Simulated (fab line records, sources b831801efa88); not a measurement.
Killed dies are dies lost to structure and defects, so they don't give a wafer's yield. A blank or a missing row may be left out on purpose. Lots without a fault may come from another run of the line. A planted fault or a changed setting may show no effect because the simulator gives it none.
fab line records | flow sky130
record lots=12 wafers=36 last_day=49
route steps=708 shown METAL2@498 VIA2@510 PAD_OPEN@708
lots that met no fault: from a run of the same line without faults
start_h: hours from the record's first day to the start of the lot's first wafer shown | wait_h: hours since the lot's step before | " the same as in the row above | L1.1+2: a row that stands for several wafers | - no value, or no start given | * or withheld: withheld | < > ~ a bound
route shown NAME@n: a module of which the file shows steps, and the number in the route of the first | usual: mean/standard deviation of fault-free wafers | same: alike in all rows | chamber/n: place in a boat | sites: the reading at each site | _std_site: their standard deviation | _edge_site: outer sites' mean less inner sites' | radius_mm: how far each site lies from the wafer's centre | mask NAME#n: copy n | behind: the tool/chamber that last shaped the wafer | hold: why the lot was held/for how many hours/how that ended | device: the transistor (n, p or np) that didn't switch | end of line: the same wafers' tests at the end of the route | a step without rows: its recipe alone | killed: dies lost to structure and defects at the first sort, not the wafer's yield | map: a wafer's dies, x killed, . not, _ none there
set.NAME: the setting as run; set.NAME@STEP: as run at that earlier step | model.NAME: the simulator's own value behind a step, which no gauge read
steps of the route over a sample of lots; a table a step, a row a wafer
services: from which hour (start_h, from the record's first day; less than 0 if before it) a tool's chamber was out of use, for how many hours, and why
## steps
# step SKY_METAL2_CD_MEAS_15
# recipe target_cd_nm=140
# usual cd_nm=140.2/1.7
# columns lot.wafer tool chamber start_h wait_h cd_nm
L645.1 cd_sem-01 - 813.66 - 139.5
L645.2 " - " " 141.0
L645.6 " - " " 139.8
L648.1 cd_sem-01 - 849.91 - 139.0
L648.2 " - " " 138.8
L648.3 " - " " 142.6
L650.2 cd_sem-01 - 858.88 - 142.5
L650.3 " - " " 141.0
L650.5 " - " " 141.9
L651.1 cd_sem-02 - 869.17 - 141.2
L651.2 " - " " 143.0
L651.4 " - " " 142.8
L652.2 cd_sem-02 - 873.43 - 140.7
L652.3 " - " " 138.6
L652.5 " - " " 138.6
L654.3 cd_sem-02 - 895.10 - 141.5
L654.5 " - " " 140.5
L654.6 " - " " 139.3
L655.1 cd_sem-02 - 903.15 - 140.1
L655.2 " - " " 139.3
L655.3 " - " " 141.4
L659.2 cd_sem-02 - 922.54 - 141.0
L659.4 " - " " 141.8
L659.5 " - " " 140.9
L661.1 cd_sem-02 - 939.15 - 139.7
L661.2 " - " " 140.7
L661.4 " - " " 139.4
L662.1 cd_sem-01 - 941.46 - 141.9
L662.3 " - " " 141.0
L662.5 " - " " 141.4
L663.3 cd_sem-02 - 946.34 - 139.3
L663.4 " - " " 138.3
L663.5 " - " " 139.4
L664.1 cd_sem-01 - 968.26 - 139.5
L664.2 " - " " 139.3
L664.5 " - " " 138.9
# step SKY_VIA2_BOW_MEAS_03
# recipe mode=bow
# usual VIA2_BOW=87/7.2
# columns lot.wafer tool chamber start_h wait_h VIA2_BOW[um]
L645.1 film_metro-02 - 815.17 0.2 97
L645.2 " - " " 81
L645.6 " - " " 76
L648.1 film_metro-02 - 851.39 0.1 99
L648.2 " - " " 92
L648.3 " - " " 87
L650.2 film_metro-04 - 860.49 0.1 85
L650.3 " - " " 88
L650.5 " - " " 78
L651.1 film_metro-03 - 870.78 0.1 79
L651.2 " - " " 81
L651.4 " - " " 80
L652.2 film_metro-02 - 875.08 0.2 81
L652.3 " - " " 78
L652.5 " - " " 100
L654.3 film_metro-04 - 896.56 0.3 95
L654.5 " - " " 90
L654.6 " - " " 94
L655.1 film_metro-04 - 904.60 0.2 92
L655.2 " - " " 94
L655.3 " - " " 98
L659.2 film_metro-04 - 923.96 0.2 81
L659.4 " - " " 95
L659.5 " - " " 87
L661.1 film_metro-04 - 940.60 0.2 89
L661.2 " - " " 86
L661.4 " - " " 89
L662.1 film_metro-02 - 942.88 0.1 86
L662.3 " - " " 85
L662.5 " - " " 87
L663.3 film_metro-02 - 947.77 0.2 90
L663.4 " - " " 101
L663.5 " - " " 100
L664.1 film_metro-02 - 969.69 0.2 84
L664.2 " - " " 88
L664.5 " - " " 90
# step SKY_VIA2_SOFTBAKE_08
# recipe temp_c=100 time_s=90 resist=KrF-thick
# usual heater_power_total_W=57.36/0.11 run_length_s=119.32/0.16
# columns lot.wafer tool chamber start_h wait_h heater_power_total_W run_length_s
L645.1 litho_track-02 0 827 - 57.31 119.38
L645.2 " 0 " " 57.29 119.37
L645.6 " 0 " " 57.34 119.37
L648.1 litho_track-04 0 864 - 57.12 119.08
L648.2 " 0 " " 57.28 119.07
L648.3 " 0 " " 57.46 119.10
L650.2 litho_track-01 0 873 - 57.18 119.22
L650.3 " 0 " " 57.28 119.34
L650.5 " 0 " " 57.32 119.36
L651.1 litho_track-02 0 882 - 57.43 119.54
L651.2 " 0 " " 57.51 119.46
L651.4 " 0 883 - 57.43 119.51
L652.2 litho_track-02 0 887 - 57.37 119.34
L652.3 " 0 " " 57.46 119.30
L652.5 " 0 " " 57.24 119.64
L654.3 litho_track-02 0 908 - 57.48 119.43
L654.5 " 0 " " 57.21 119.35
L654.6 " 0 " " 57.38 119.57
L655.1 litho_track-01 0 917 - 57.17 119.24
L655.2 " 0 " " 57.36 119.34
L655.3 " 0 " " 57.21 119.53
L659.2 litho_track-01 0 935 - 57.58 119.20
L659.4 " 0 " " 57.47 119.30
L659.5 " 0 " " 57.52 119.33
L661.1 litho_track-04 0 953 - 57.22 119.11
L661.2 " 0 " " 57.40 119.25
L661.4 " 0 " " 57.35 119.16
L662.1 litho_track-04 0 955 - 57.34 119.06
L662.3 " 0 " " 57.40 119.32
L662.5 " 0 " " 57.18 119.09
L663.3 litho_track-04 0 959 - 58.14 115.99
L663.4 " 0 " " 57.94 116.30
L663.5 " 0 " " 57.90 116.07
L664.1 litho_track-04 0 981 - 57.91 116.14
L664.2 " 0 " " 57.92 116.13
L664.5 " 0 982 - 58.11 116.24
# step SKY_VIA2_ETCH_15
# recipe target=SiO2 chemistry=C4F8/O2/Ar target_depth_nm=546 stop_on=TiN mask_material=KrF-thick source_w=1500 bias_w=1200 pressure_mtorr=40 c4f8_flow_sccm=withheld O2_flow_sccm=6 Ar_flow_sccm=300 time_s=84
# usual chamber_pressure_mTorr=40.00/0.035 oes_product_au=0.939/0.0049
# columns lot.wafer tool chamber start_h wait_h chamber_pressure_mTorr oes_product_au rf_hours_counter_h
L645.1 rie_diel-03 3 841.26 0.0 40.00 0.936 7
L645.2 " 1 " " 40.04 0.950 5
L645.6 " 1 " " 39.99 0.948 -
L648.1 rie_diel-04 3 877.89 0.0 39.95 0.937 4
L648.2 " 0 " " 40.00 0.942 9
L648.3 " 1 " " 40.00 0.931 5
L650.2 rie_diel-03 3 886.56 0.0 40.00 0.937 8
L650.3 " 1 " " 40.06 0.939 7
L650.5 " 2 " " 40.01 0.940 -
L651.1 rie_diel-03 2 896.95 0.0 40.04 0.939 6
L651.2 " 3 " " 40.02 0.930 9
L651.4 " 1 " " 39.96 0.938 7
L652.2 rie_diel-04 1 901.36 0.0 39.99 0.941 5
L652.3 " 0 " " 39.96 0.931 9
L652.5 " 2 " " 39.95 0.940 -
L654.3 rie_diel-03 3 921.70 0.0 39.97 0.935 9
L654.5 " 3 " " 39.98 0.939 -
L654.6 " 0 " " 40.02 0.942 -
L655.1 rie_diel-04 0 930.06 0.0 40.04 0.927 10
L655.2 " 1 " " 40.02 0.938 6
L655.3 " 3 " " 40.01 0.941 5
L659.2 rie_diel-04 2 948.99 0.0 39.96 0.939 14
L659.4 " 0 " " 40.00 0.938 11
L659.5 " 3 " " 40.01 0.937 -
L661.1 rie_diel-03 1 965.11 0.0 40.04 0.941 8
L661.2 " 0 " " 39.98 0.937 21
L661.4 " 3 " " 40.00 0.938 11
L662.1 rie_diel-04 1 966.79 0.0 39.97 0.933 7
L662.3 " 0 " " 40.00 0.937 12
L662.5 " 2 " " 39.97 0.943 -
L663.3 rie_diel-02 0 972.80 0.0 40.04 0.933 15
L663.4 " 3 " " 39.94 0.926 23
L663.5 " 1 " " 40.00 0.935 -
L664.1 rie_diel-03 2 993.64 0.0 39.95 0.934 8
L664.2 " 1 " " 39.98 0.935 9
L664.5 " 1 " " 40.04 0.943 -
# step SKY_PAD_OPEN_PROBE_99
# usual defect_limited_yield=82.5/2.1 killed_at_M0_to_M3=43/7.7 killed_at_M4_up=2.9/1.9 killed_at_contacts=24/5.9 killed_at_front_end=16/5.1 killed_at_other=0.3/0.63 killed_dies=86/10 killed_open=47/7.6 killed_short=39/6.8 sort_bin_3_pad_short=0.8/0.44 sort_bin_5_function=10.4/1.6 sort_bin_6_memory=6.3/1.1 sort_n_pass=406/10 sort_yield_pct=82.5/2.1
# same gross_dies=492 killed_at_back_side=0 sort_bin_4_leakage[%]=0 sort_bin_8_speed[%]=0
# columns lot.wafer tool chamber start_h wait_h defect_limited_yield[%] killed_at_M0_to_M3 killed_at_M4_up killed_at_contacts killed_at_front_end killed_at_other killed_dies killed_open killed_short sort_bin_3_pad_short[%] sort_bin_5_function[%] sort_bin_6_memory[%] sort_n_pass sort_yield_pct[%]
L645.1 prober-01 - 1072.07 0.1 80.3 47 5 27 16 2 97 56 41 0.8 11.2 7.7 395 80.3
L645.2 prober-01 - 1072.12 0.1 78.3 47 2 30 27 1 107 61 42 0.8 11.8 9.1 385 78.3
L645.6 prober-01 - 1072.32 0.2 79.3 53 2 33 14 0 102 57 45 0.8 12.6 7.3 390 79.3
L648.1 prober-01 - 1101.54 0.1 79.9 47 2 25 25 0 99 54 45 0.8 13.0 6.3 393 79.9
L648.2 prober-01 - 1101.59 0.1 78.7 66 2 27 9 1 105 57 48 0.2 15.4 5.7 387 78.7
L648.3 prober-01 - 1101.64 0.2 83.7 50 2 17 11 0 80 41 39 0.2 10.8 5.3 412 83.7
L650.2 prober-01 - 1103.85 0.1 78.5 57 0 30 19 0 106 56 49 1.4 10.6 9.6 386 78.5
L650.3 prober-01 - 1103.90 0.2 84.8 42 4 17 12 0 75 42 33 0.4 8.9 5.9 417 84.8
L650.5 prober-01 - 1104.00 0.2 83.7 45 1 20 14 0 80 46 34 1.2 9.8 5.3 412 83.7
L651.1 prober-02 - 1114.70 0.1 84.1 40 3 28 7 0 78 50 28 1.0 10.2 4.7 414 84.1
L651.2 prober-02 - 1114.75 0.1 84.8 28 0 27 20 0 75 36 39 0.4 10.0 4.9 417 84.8
L651.4 prober-02 - 1114.85 0.2 84.8 35 3 27 10 0 75 33 42 1.4 8.7 5.1 417 84.8
L652.2 prober-01 - 1119.15 0.1 80.7 53 2 22 18 0 95 57 38 0.8 11.6 6.9 397 80.7
L652.3 prober-01 - 1119.20 0.2 87.4 41 2 9 10 0 62 33 29 0 8.5 4.1 430 87.4
L652.5 prober-01 - 1119.30 0.2 76.0 68 2 35 13 0 118 63 55 2.0 14.4 7.5 374 76.0
L654.3 prober-01 - 1134.99 0.2 81.9 46 2 21 20 0 89 49 40 0.4 10.6 7.1 403 81.9
L654.5 prober-01 - 1135.09 0.2 83.3 44 4 28 6 0 82 45 36 1.0 9.6 6.1 410 83.3
L654.6 prober-01 - 1135.14 0.2 82.1 37 3 33 15 0 88 47 40 0 9.8 8.1 404 82.1
L655.1 prober-02 - 1142.03 0.1 80.5 43 2 35 16 0 96 54 42 0.2 13.2 6.1 396 80.5
L655.2 prober-02 - 1142.08 0.1 80.7 54 1 20 20 0 95 41 53 1.2 11.6 6.5 397 80.7
L655.3 prober-02 - 1142.13 0.2 84.8 45 1 18 10 1 75 45 30 1.6 7.5 6.1 417 84.8
L659.2 prober-02 - 1155.38 0.1 82.9 37 1 37 9 0 84 41 42 0.2 10.6 6.3 408 82.9
L659.4 prober-02 - 1155.48 0.2 83.9 35 3 27 14 0 79 38 41 0.8 10.0 5.3 413 83.9
L659.5 prober-02 - 1155.53 0.2 81.7 52 1 22 15 0 90 45 45 1.8 10.4 6.1 402 81.7
L661.1 prober-02 - 1164.67 0.1 84.3 27 5 22 22 1 77 40 35 1.2 9.1 5.3 415 84.3
L661.2 prober-02 - 1164.72 0.1 85.2 32 2 20 19 0 73 38 35 1.0 8.5 5.3 419 85.2
L661.4 prober-02 - 1164.82 0.2 86.0 36 2 15 16 0 69 33 34 1.0 8.1 4.9 423 86.0
L662.1 prober-01 - 1168.54 0.1 84.3 41 4 24 7 1 77 47 29 0.4 8.5 6.7 415 84.3
L662.3 prober-01 - 1168.64 0.2 81.1 51 2 20 19 1 93 49 43 1.0 10.8 7.1 399 81.1
L662.5 prober-01 - 1168.74 0.2 83.1 38 8 18 18 1 83 44 39 1.2 9.6 6.1 409 83.1
L663.3 prober-02 - 1171.13 0.2 82.7 51 2 20 12 0 85 53 31 0.8 10.6 5.9 407 82.7
L663.4 prober-02 - 1171.18 0.2 82.9 40 2 18 24 0 84 44 39 0.4 9.6 7.1 408 82.9
L663.5 prober-02 - 1171.23 0.2 82.3 36 3 20 28 0 87 47 39 1.0 10.4 6.3 405 82.3
L664.1 prober-01 - 1183.91 0.1 83.3 33 3 27 19 0 82 46 36 0.8 9.1 6.7 410 83.3
L664.2 prober-01 - 1183.96 0.1 85.2 42 6 11 14 0 73 41 32 0 9.1 5.7 419 85.2
L664.5 prober-01 - 1184.11 0.2 83.9 41 4 16 18 0 79 46 33 0.4 10.8 4.9 413 83.9
# killed by level:class
L645.1 CONTACT:geometric_particle:open=13 VIA1:geometric_particle:open=11 VIA3:geometric_particle:open=11 VIA2:geometric_particle:open=7 LI_CONTACT:geometric_particle:open=5 LOCAL_INTERCONNECT:geometric_particle:short=5 METAL4:geometric_particle:short=5 FIELD_ISO:geometric_particle:open=4
L645.2 CONTACT:geometric_particle:open=15 VIA1:geometric_particle:open=13 FIELD_ISO:geometric_particle:short=8 LI_CONTACT:geometric_particle:open=6 CONTACT:geometric_particle:short=6 VIA2:geometric_particle:open=6 METAL1:geometric_particle:short=5 VIA3:geometric_particle:short=5
L645.6 VIA1:geometric_particle:open=13 LOCAL_INTERCONNECT:geometric_particle:short=9 VIA3:geometric_particle:open=8 LI_CONTACT:geometric_particle:open=8 CONTACT:geometric_particle:open=8 CONTACT:geometric_particle:short=7 METAL2:geometric_particle:short=7 VIA2:geometric_particle:open=7
L648.1 VIA3:geometric_particle:open=9 FIELD_ISO:geometric_particle:open=8 VIA1:geometric_particle:open=8 CONTACT:geometric_particle:open=8 POLY_GATE:geometric_particle:short=6 CONTACT:geometric_particle:short=6 VIA2:geometric_particle:open=6 LI_CONTACT:geometric_particle:open=5
L648.2 VIA1:geometric_particle:open=19 VIA2:geometric_particle:open=11 CONTACT:geometric_particle:short=10 CONTACT:geometric_particle:open=8 METAL1:geometric_particle:short=6 VIA3:geometric_particle:open=6 VIA1:geometric_particle:short=5 METAL1:geometric_particle:open=4
L648.3 VIA1:geometric_particle:open=16 VIA3:geometric_particle:open=8 VIA2:geometric_particle:open=7 LOCAL_INTERCONNECT:geometric_particle:short=5 VIA1:geometric_particle:short=5 METAL2:geometric_particle:short=4 CONTACT:geometric_particle:short=4 METAL1:geometric_particle:short=4
L650.2 VIA1:geometric_particle:open=17 CONTACT:geometric_particle:open=14 METAL2:geometric_particle:short=8 FIELD_ISO:geometric_particle:short=7 VIA2:geometric_particle:open=7 CONTACT:geometric_particle:short=7 LOCAL_INTERCONNECT:geometric_particle:short=6 POLY_GATE:geometric_particle:open=4
L650.3 VIA2:geometric_particle:open=10 VIA1:geometric_particle:open=9 CONTACT:geometric_particle:open=7 METAL1:geometric_particle:short=7 CONTACT:geometric_particle:short=4 FIELD_ISO:geometric_particle:short=3 LI_CONTACT:geometric_particle:open=3 POLY_GATE:geometric_particle:open=3
L650.5 VIA1:geometric_particle:open=12 METAL1:geometric_particle:short=8 CONTACT:geometric_particle:open=7 FIELD_ISO:geometric_particle:open=6 CONTACT:geometric_particle:short=5 VIA3:geometric_particle:open=5 LI_CONTACT:geometric_particle:open=4 LOCAL_INTERCONNECT:geometric_particle:short=4
L651.1 CONTACT:geometric_particle:open=13 VIA1:geometric_particle:open=11 LI_CONTACT:geometric_particle:open=8 METAL1:geometric_particle:short=6 VIA3:geometric_particle:open=6 CONTACT:geometric_particle:short=4 METAL2:geometric_particle:short=4 POLY_GATE:geometric_particle:open=3
L651.2 CONTACT:geometric_particle:short=10 LI_CONTACT:geometric_particle:open=7 VIA1:geometric_particle:open=6 POLY_GATE:geometric_particle:short=5 METAL1:geometric_particle:short=5 FIELD_ISO:geometric_particle:short=4 VIA1:geometric_particle:short=4 CONTACT:geometric_particle:open=4
L651.4 LOCAL_INTERCONNECT:geometric_particle:short=9 CONTACT:geometric_particle:open=9 VIA1:geometric_particle:open=7 VIA3:geometric_particle:open=5 METAL1:geometric_particle:short=5 VIA3:geometric_particle:short=5 METAL2:geometric_particle:short=4 FIELD_ISO:geometric_particle:open=3
L652.2 VIA3:geometric_particle:open=14 VIA1:geometric_particle:open=10 CONTACT:geometric_particle:open=9 POLY_GATE:geometric_particle:open=8 METAL2:geometric_particle:short=6 METAL1:geometric_particle:short=5 VIA2:geometric_particle:open=5 FIELD_ISO:geometric_particle:open=4
L652.3 VIA3:geometric_particle:open=12 VIA1:geometric_particle:open=10 VIA1:geometric_particle:short=6 POLY_GATE:geometric_particle:short=5 METAL1:geometric_particle:short=4 METAL2:geometric_particle:short=4 LI_CONTACT:geometric_particle:open=3 CONTACT:geometric_particle:open=3
L652.5 VIA1:geometric_particle:open=17 METAL1:geometric_particle:short=12 CONTACT:geometric_particle:open=12 LI_CONTACT:geometric_particle:open=9 VIA3:geometric_particle:open=8 VIA1:geometric_particle:short=8 METAL2:geometric_particle:short=6 METAL2:geometric_particle:open=6
L654.3 VIA1:geometric_particle:open=9 CONTACT:geometric_particle:open=8 METAL2:geometric_particle:short=8 VIA3:geometric_particle:short=7 VIA3:geometric_particle:open=7 POLY_GATE:geometric_particle:open=6 VIA2:geometric_particle:open=5 FIELD_ISO:geometric_particle:open=4
L654.5 VIA1:geometric_particle:open=10 LI_CONTACT:geometric_particle:open=7 VIA3:geometric_particle:open=6 CONTACT:geometric_particle:open=6 CONTACT:geometric_particle:short=6 LOCAL_INTERCONNECT:geometric_particle:short=5 VIA2:geometric_particle:open=5 VIA1:geometric_particle:short=4
L654.6 VIA1:geometric_particle:open=11 CONTACT:geometric_particle:open=11 LOCAL_INTERCONNECT:geometric_particle:short=8 LI_CONTACT:geometric_particle:open=7 METAL2:geometric_particle:short=6 POLY_GATE:geometric_particle:open=5 CONTACT:geometric_particle:short=4 VIA2:geometric_particle:open=4
L655.1 VIA1:geometric_particle:open=13 CONTACT:geometric_particle:open=10 CONTACT:geometric_particle:short=9 POLY_GATE:geometric_particle:open=8 VIA2:geometric_particle:open=7 METAL2:geometric_particle:short=7 LI_CONTACT:geometric_particle:open=6 LOCAL_INTERCONNECT:geometric_particle:short=6
L655.2 VIA1:geometric_particle:open=15 METAL2:geometric_particle:short=7 POLY_GATE:geometric_particle:short=6 METAL1:geometric_particle:short=6 CONTACT:geometric_particle:short=6 VIA1:geometric_particle:short=6 VIA2:geometric_particle:short=5 LI_CONTACT:geometric_particle:open=4
L655.3 VIA1:geometric_particle:open=15 CONTACT:geometric_particle:open=10 VIA1:geometric_particle:short=8 VIA3:geometric_particle:open=7 FIELD_ISO:geometric_particle:short=4 METAL2:geometric_particle:short=3 POLY_GATE:geometric_particle:short=3 LOCAL_INTERCONNECT:geometric_particle:short=3
L659.2 CONTACT:geometric_particle:short=10 LI_CONTACT:geometric_particle:open=9 CONTACT:geometric_particle:open=8 VIA1:geometric_particle:open=8 VIA3:geometric_particle:open=6 LOCAL_INTERCONNECT:geometric_particle:short=6 METAL1:geometric_particle:short=5 VIA2:geometric_particle:open=5
L659.4 LI_CONTACT:geometric_particle:open=10 CONTACT:geometric_particle:open=7 METAL2:geometric_particle:short=7 VIA1:geometric_particle:open=6 VIA3:geometric_particle:short=5 FIELD_ISO:geometric_particle:short=4 POLY_GATE:geometric_particle:open=3 LI_CONTACT:geometric_particle:short=3
L659.5 CONTACT:geometric_particle:open=9 VIA1:geometric_particle:open=9 METAL2:geometric_particle:short=8 VIA2:geometric_particle:open=7 METAL1:geometric_particle:short=6 VIA1:geometric_particle:short=6 CONTACT:geometric_particle:short=5 POLY_GATE:geometric_particle:open=4
L661.1 FIELD_ISO:geometric_particle:open=9 CONTACT:geometric_particle:open=8 FIELD_ISO:geometric_particle:short=6 VIA1:geometric_particle:open=5 LI_CONTACT:geometric_particle:open=5 METAL4:geometric_particle:short=5 VIA2:geometric_particle:open=5 LOCAL_INTERCONNECT:geometric_particle:short=4
L661.2 FIELD_ISO:geometric_particle:short=8 FIELD_ISO:geometric_particle:open=7 CONTACT:geometric_particle:open=6 LI_CONTACT:geometric_particle:open=5 METAL1:geometric_particle:short=5 VIA1:geometric_particle:open=5 LI_CONTACT:geometric_particle:short=3 LOCAL_INTERCONNECT:geometric_particle:short=3
L661.4 VIA1:geometric_particle:open=9 VIA2:geometric_particle:open=7 CONTACT:geometric_particle:short=5 METAL1:geometric_particle:short=5 FIELD_ISO:geometric_particle:open=4 LI_CONTACT:geometric_particle:open=4 FIELD_ISO:geometric_particle:short=3 POLY_GATE:geometric_particle:short=3
L662.1 VIA3:geometric_particle:open=14 CONTACT:geometric_particle:open=11 VIA1:geometric_particle:open=9 CONTACT:geometric_particle:short=5 LOCAL_INTERCONNECT:geometric_particle:short=4 VIA2:geometric_particle:open=4 FIELD_ISO:geometric_particle:open=3 VIA1:geometric_particle:short=3
L662.3 VIA3:geometric_particle:open=9 FIELD_ISO:geometric_particle:open=8 LI_CONTACT:geometric_particle:open=8 VIA1:geometric_particle:open=8 VIA1:geometric_particle:short=7 METAL2:geometric_particle:short=6 FIELD_ISO:geometric_particle:short=5 VIA2:geometric_particle:open=5
L662.5 VIA1:geometric_particle:open=10 CONTACT:geometric_particle:open=7 METAL4:geometric_particle:short=7 VIA3:geometric_particle:open=6 FIELD_ISO:geometric_particle:short=4 POLY_GATE:geometric_particle:open=4 LI_CONTACT:geometric_particle:open=4 CONTACT:geometric_particle:short=4
L663.3 VIA1:geometric_particle:open=12 VIA2:geometric_particle:open=10 CONTACT:geometric_particle:open=8 VIA3:geometric_particle:open=7 LI_CONTACT:geometric_particle:open=6 FIELD_ISO:geometric_particle:open=5 METAL1:geometric_particle:short=5 FIELD_ISO:geometric_particle:short=4
L663.4 VIA1:geometric_particle:open=8 VIA2:geometric_particle:open=7 FIELD_ISO:geometric_particle:short=6 FIELD_ISO:geometric_particle:open=6 CONTACT:geometric_particle:open=5 VIA2:geometric_particle:short=5 LI_CONTACT:geometric_particle:open=4 LOCAL_INTERCONNECT:geometric_particle:short=4
L663.5 VIA1:geometric_particle:open=11 FIELD_ISO:geometric_particle:open=8 VIA3:geometric_particle:open=7 FIELD_ISO:geometric_particle:short=6 CONTACT:geometric_particle:short=5 LOCAL_INTERCONNECT:geometric_particle:short=5 CONTACT:geometric_particle:open=5 POLY_GATE:geometric_particle:short=4
L664.1 VIA1:geometric_particle:open=10 CONTACT:geometric_particle:open=9 LI_CONTACT:geometric_particle:open=8 METAL1:geometric_particle:short=6 POLY_GATE:geometric_particle:open=5 CONTACT:geometric_particle:short=5 FIELD_ISO:geometric_particle:open=4 LOCAL_INTERCONNECT:geometric_particle:short=4
L664.2 VIA1:geometric_particle:open=12 FIELD_ISO:geometric_particle:open=6 CONTACT:geometric_particle:open=5 VIA2:geometric_particle:open=5 POLY_GATE:geometric_particle:short=4 METAL1:geometric_particle:short=4 VIA1:geometric_particle:short=4 VIA3:geometric_particle:open=4
L664.5 VIA1:geometric_particle:open=10 CONTACT:geometric_particle:open=7 METAL2:geometric_particle:short=7 VIA2:geometric_particle:open=6 METAL1:geometric_particle:short=6 FIELD_ISO:geometric_particle:short=5 POLY_GATE:geometric_particle:open=4 LI_CONTACT:geometric_particle:open=4
## services
# columns tool chamber start_h hours kind
rie_diel-02 - 827.03 2.8 pm
rie_diel-03 - 837.37 0.8 repair
rie_diel-02 1 852.92 15.3 repair
rie_diel-03 2 862.82 3.9 repair
rie_diel-03 2 918.66 5.6 repair
rie_diel-02 1 942.26 4.1 repair
rie_diel-04 1 949.37 11.5 repair
litho_track-04 - 969.00 - consumable_replace:filter
rie_diel-02 0 981.83 18.1 repair
rie_diel-02 - 992.20 0.8 repair
## key
first_sign step=SKY_VIA2_SOFTBAKE_08 reading=run_length_s direction=down sigmas=20 usual=* struck=*
effect step=SKY_VIA2_SOFTBAKE_08 reading=heater_power_total_W direction=up sigmas=5.5 usual=* struck=*
met_at SKY_VIA2_SOFTBAKE_08
struck_lots L663,L664
not_acting_at SKY_METAL2_CD_MEAS_15,SKY_VIA2_BOW_MEAS_03,SKY_VIA2_ETCH_15
onset_between 955 959
fault kind=process_parameter_drift tool=litho_track-04 chamber=- onset_h=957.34 steps=SKY_VIA2_SOFTBAKE_08 channel=time_s offset=* shape=step end_h=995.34 acts_in=* stated=*
